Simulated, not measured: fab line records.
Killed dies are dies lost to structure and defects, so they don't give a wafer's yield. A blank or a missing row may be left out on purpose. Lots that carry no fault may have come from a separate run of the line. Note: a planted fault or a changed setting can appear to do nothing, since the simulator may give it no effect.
One fault through the eyes of 2 desks -- flow gf180mcu -- numbers are kept per desk, each desk with only its own; the story behind them comes last

== THE METROLOGY DESK ==
What the gauges read for every lot (on any tool): the sampled wafers with a number, averaged. Marked OUT: a lot whose mean sits more than 4 standard deviations from the usual mean, which makes it out of limits; the brackets give that distance.
Columns: A = cd_nm at GF_TOP_METAL_CD_MEAS_14, usual 440.6 nm
lot,first seen here,A
L289,day 28 02:20,440.3
L291,day 28 19:53,442.5
L292,day 29 03:16,445.7
L294,day 29 19:14,441.0
L295,day 30 02:25,442.8
L299,day 31 09:20,440.3
L304,day 32 11:45,441.6
L305,day 32 17:17,440.0
L306,day 33 00:37,442.1
L308,day 33 09:53,442.7
L311,day 34 03:22,438.0
L312,day 34 08:09,439.4
This desk found nothing out of limits on any of the 12 lots.

== FOR THE TOOL OWNER'S DESK: pvd_sputter-01 ==
At GF_M3_SPUTTER_01 (material TiN, target thk 30 nm, time 25 s) the tool's own readings: per lot run on this tool, the mean of the sampled wafers that have a number. Marked OUT: a lot whose mean sits more than 4 standard deviations from the usual mean, which makes it out of limits; the brackets give that distance.
Columns: A = cathode_dc_power_W at GF_M3_SPUTTER_01, usual 6499.8 W; B = throttle_valve_pct at GF_M3_SPUTTER_01, usual 29.9 %
lot,first seen here,A,B
L304,day 25 17:21,6499.8,30.5
L305,day 26 01:32,6499.4,29.8
This desk found nothing out of limits on any of the 2 lots.

== ALL TOGETHER ==
From the metrology desk's view, nothing was out of limits.
Nothing out of limits was seen by the tool owner's desk.

== WHAT THE SIMULATOR PUT IN ==
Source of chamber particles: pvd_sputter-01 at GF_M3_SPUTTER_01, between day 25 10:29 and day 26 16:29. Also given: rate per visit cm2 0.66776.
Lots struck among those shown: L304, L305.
